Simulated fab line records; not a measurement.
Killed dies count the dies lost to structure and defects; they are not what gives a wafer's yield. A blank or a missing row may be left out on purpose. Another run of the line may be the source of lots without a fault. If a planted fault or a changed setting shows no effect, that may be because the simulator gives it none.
A sampling plan put to the test    flow sky130    one line in one fab, 23 faults in these records, each fault weighed on the records of the lots it struck
The plan is the line's own looks: the steps of the route at which a gauge or an inspection reads the wafer and doesn't change it. A look is open to judgement when struck wafers have a number at it and the file gives its usual mean and standard deviation on fault-free wafers. Caught: a look later than the fault's first step finds the struck wafers' mean 4 or more of those standard deviations (sigma) from the usual mean. On the tool: the fault's steps, tested the same way using the tool's own readings. A different recipe on the struck wafers counts as caught too, as does a record blank only for those wafers.

THE FAULTS, as the simulator had put them in
1. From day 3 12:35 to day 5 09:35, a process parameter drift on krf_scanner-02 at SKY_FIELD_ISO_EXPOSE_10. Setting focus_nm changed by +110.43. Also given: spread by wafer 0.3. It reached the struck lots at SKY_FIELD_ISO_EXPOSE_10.
2. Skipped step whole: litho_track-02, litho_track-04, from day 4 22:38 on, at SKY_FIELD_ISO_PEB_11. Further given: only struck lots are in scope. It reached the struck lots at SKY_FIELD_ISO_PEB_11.
3. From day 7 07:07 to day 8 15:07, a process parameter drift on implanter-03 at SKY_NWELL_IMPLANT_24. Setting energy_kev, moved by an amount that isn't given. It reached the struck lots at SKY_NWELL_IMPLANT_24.
4. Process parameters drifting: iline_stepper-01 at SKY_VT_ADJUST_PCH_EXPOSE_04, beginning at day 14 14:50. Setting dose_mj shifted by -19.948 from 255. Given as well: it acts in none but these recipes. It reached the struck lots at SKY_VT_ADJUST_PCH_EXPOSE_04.
5. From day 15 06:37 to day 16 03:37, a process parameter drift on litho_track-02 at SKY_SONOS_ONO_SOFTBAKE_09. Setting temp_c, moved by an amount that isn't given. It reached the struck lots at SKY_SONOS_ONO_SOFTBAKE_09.
6. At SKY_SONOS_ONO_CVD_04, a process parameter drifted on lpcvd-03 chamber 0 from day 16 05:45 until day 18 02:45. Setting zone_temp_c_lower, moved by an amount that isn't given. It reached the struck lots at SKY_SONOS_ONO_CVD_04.
7. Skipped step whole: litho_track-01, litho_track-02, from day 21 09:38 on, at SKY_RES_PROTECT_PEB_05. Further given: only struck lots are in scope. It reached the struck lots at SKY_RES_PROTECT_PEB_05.
8. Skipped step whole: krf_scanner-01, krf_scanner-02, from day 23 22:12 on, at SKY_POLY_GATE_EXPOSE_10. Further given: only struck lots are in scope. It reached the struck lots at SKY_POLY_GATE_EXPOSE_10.
9. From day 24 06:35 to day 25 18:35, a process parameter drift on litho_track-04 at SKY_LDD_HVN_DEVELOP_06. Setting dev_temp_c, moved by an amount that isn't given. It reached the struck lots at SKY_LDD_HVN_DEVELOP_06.
10. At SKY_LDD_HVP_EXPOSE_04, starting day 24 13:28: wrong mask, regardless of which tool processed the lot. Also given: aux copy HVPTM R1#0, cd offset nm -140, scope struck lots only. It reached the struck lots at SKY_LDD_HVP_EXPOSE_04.
11. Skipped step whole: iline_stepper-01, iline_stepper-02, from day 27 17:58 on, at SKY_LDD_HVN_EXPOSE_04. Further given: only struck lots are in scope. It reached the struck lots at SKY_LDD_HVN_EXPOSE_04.
12. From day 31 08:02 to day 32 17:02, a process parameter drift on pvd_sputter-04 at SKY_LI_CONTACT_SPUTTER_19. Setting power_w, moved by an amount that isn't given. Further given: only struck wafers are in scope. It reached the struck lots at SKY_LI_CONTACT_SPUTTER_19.
13. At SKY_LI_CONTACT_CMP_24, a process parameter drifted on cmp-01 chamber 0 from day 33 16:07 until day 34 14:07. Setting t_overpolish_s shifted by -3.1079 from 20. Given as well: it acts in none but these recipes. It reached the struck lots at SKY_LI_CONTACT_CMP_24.
14. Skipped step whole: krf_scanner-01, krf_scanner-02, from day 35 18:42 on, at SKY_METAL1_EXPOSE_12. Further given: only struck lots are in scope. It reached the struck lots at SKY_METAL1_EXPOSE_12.
15. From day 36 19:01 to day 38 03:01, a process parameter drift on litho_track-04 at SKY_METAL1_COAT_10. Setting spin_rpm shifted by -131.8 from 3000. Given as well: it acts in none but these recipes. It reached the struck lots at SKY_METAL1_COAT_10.
16. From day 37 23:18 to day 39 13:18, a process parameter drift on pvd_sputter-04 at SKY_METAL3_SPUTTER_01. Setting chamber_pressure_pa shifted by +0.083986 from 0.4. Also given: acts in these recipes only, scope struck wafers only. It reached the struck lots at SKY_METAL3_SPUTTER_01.
17. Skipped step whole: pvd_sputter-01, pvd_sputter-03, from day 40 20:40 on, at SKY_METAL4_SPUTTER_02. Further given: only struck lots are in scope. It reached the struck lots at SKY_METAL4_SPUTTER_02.
18. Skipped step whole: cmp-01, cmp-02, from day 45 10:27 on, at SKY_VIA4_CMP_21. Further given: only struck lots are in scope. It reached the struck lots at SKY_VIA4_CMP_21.
19. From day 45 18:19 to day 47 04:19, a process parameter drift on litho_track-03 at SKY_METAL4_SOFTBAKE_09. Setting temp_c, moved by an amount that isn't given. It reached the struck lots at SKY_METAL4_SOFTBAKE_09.
20. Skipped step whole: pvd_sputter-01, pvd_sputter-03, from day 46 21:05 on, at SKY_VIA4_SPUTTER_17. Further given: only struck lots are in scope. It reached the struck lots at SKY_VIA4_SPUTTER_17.
21. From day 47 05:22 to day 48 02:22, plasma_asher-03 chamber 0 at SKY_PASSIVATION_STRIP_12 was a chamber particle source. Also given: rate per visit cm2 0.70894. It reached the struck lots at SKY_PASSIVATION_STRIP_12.
22. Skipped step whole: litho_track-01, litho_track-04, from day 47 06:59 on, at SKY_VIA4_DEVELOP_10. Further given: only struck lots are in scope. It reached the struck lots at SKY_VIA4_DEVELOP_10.
23. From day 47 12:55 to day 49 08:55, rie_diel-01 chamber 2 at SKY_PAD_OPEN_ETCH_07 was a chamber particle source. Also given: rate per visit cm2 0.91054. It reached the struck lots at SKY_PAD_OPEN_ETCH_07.

WHAT THE PLAN SAW
fault  on the tool itself                                first look that catches it                       reading, sigma  median hours from its first step to that look  hours from the fault's start to the first struck lot there  judged looks passed uncaught
1      exposure_dose_mJ_cm2 -6.2 sigma                   not the one look that can be judged after it     -               -                                              -                                                           1
2      no reading that can be judged                     not the one look that can be judged after it     -               -                                              -                                                           1
3      beam_energy_keV +57 sigma                         none of the 2 looks that can be judged after it  -               -                                              -                                                           2
4      exposure_dose_mJ_cm2 -83 sigma                    not the one look that can be judged after it     -               -                                              -                                                           1
5      heater_power_total_W +88 sigma                    not the one look that can be judged after it     -               -                                              -                                                           1
6      spike_tc_lower_C +39 sigma                        no look after it can be judged                   -               -                                              -                                                           0
7      no reading that can be judged                     none of the 2 looks that can be judged after it  -               -                                              -                                                           2
8      no reading that can be judged                     no look after it can be judged                   -               -                                              -                                                           0
9      developer_temp_C -10 sigma                        no look after it can be judged                   -               -                                              -                                                           0
10     under 2 sigma                                     not the one look that can be judged after it     -               -                                              -                                                           1
11     no reading that can be judged                     no look after it can be judged                   -               -                                              -                                                           0
12     cathode_dc_power_W +99 or beyond sigma            not the one look that can be judged after it     -               -                                              -                                                           1
13     overpolish_run_s -99 or beyond sigma              not the one look that can be judged after it     -               -                                              -                                                           1
14     no reading that can be judged                     no look after it can be judged                   -               -                                              -                                                           0
15     spin_speed_rpm -62 sigma                          not the one look that can be judged after it     -               -                                              -                                                           1
16     chamber_pressure_pa +99 or beyond sigma           no look after it can be judged                   -               -                                              -                                                           0
17     the tool's record is blank for the struck wafers  no look after it can be judged                   -               -                                              -                                                           0
18     the tool's record is blank for the struck wafers  no look after it can be judged                   -               -                                              -                                                           0
19     plate_temp_C +5.7 sigma                           no look after it can be judged                   -               -                                              -                                                           0
20     the tool's record is blank for the struck wafers  no look after it can be judged                   -               -                                              -                                                           0
21     under 2 sigma                                     no look after it can be judged                   -               -                                              -                                                           0
22     the tool's record is blank for the struck wafers  no look after it can be judged                   -               -                                              -                                                           0
23     only faintly: drypump_motor_current_A -2.1 sigma  not the one look that can be judged after it     -               -                                              -                                                           1
A dash: the fault isn't caught, or these records don't give the number.

Caught at a look: 0 of 23. Caught on the tool: 15 of 23. By one or the other: 15 of 23.
Caught on the tool alone: faults 1, 3, 4, 5, 6, 9, 12, 13, 15, 16, 17, 18, 19, 20, 22.
Caught by neither: faults 2, 7, 8, 10, 11, 14, 21, 23.
